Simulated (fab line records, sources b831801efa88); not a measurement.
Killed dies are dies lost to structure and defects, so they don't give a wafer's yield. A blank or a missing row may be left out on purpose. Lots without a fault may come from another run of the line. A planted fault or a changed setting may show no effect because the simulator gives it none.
Chamber matching | flow sky130 | SKY_VIA4_HDPCVD_00 on hdpcvd-01: 3 sister chambers
The step deposits SiO2, target thk 1750 nm, time 291.7 s. 6 wafers are shown with their chamber, then 7 later ones without.

WAFERS WITH THEIR CHAMBER
wafer  | chamber | run_length_s (s)
L975.3 | 1       | 318.7
L973.4 | 2       | 321.1
L973.6 | 0       | 320.1
L976.3 | 1       | 318.7
L976.4 | 0       | 320.1
L976.5 | 2       | 320.2

WAFERS WITHOUT THEIR CHAMBER
wafer  | run_length_s (s)
L978.1 | 319.5
L992.1 | 320.2
L992.3 | 319.0
L992.5 | 318.7
L993.1 | 320.3
L993.2 | 318.7
L993.6 | 320.2

WHICH CHAMBER EACH WENT THROUGH
wafer  | from the rows above          | in truth
L978.1 | can't be placed: 0 or 1 or 2 | 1
L992.1 | can't be placed: 0 or 2      | 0
L992.3 | 1                            | 1
L992.5 | 1                            | 1
L993.1 | can't be placed: 0 or 2      | 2
L993.2 | 1                            | 1
L993.6 | can't be placed: 0 or 2      | 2
Placed correctly: 3 of 7. Can't be placed from these rows: 4 (the true chamber is among the candidates in 4). Placed wrongly: 0.
How it was worked out, from the rows above alone: a wafer's distance from a chamber is the root of the sum, over the readings, of the square of ((its reading less the chamber's mean) divided by the reading's scatter). The wafer belongs to the nearest chamber; if the next one is less than 2 further off, it can't be placed. A chamber's mean is the mean of its shown wafers. The scatter: the root of (the sum of the squares of (reading less its chamber's mean) over the shown wafers, divided by (wafers less chambers)).
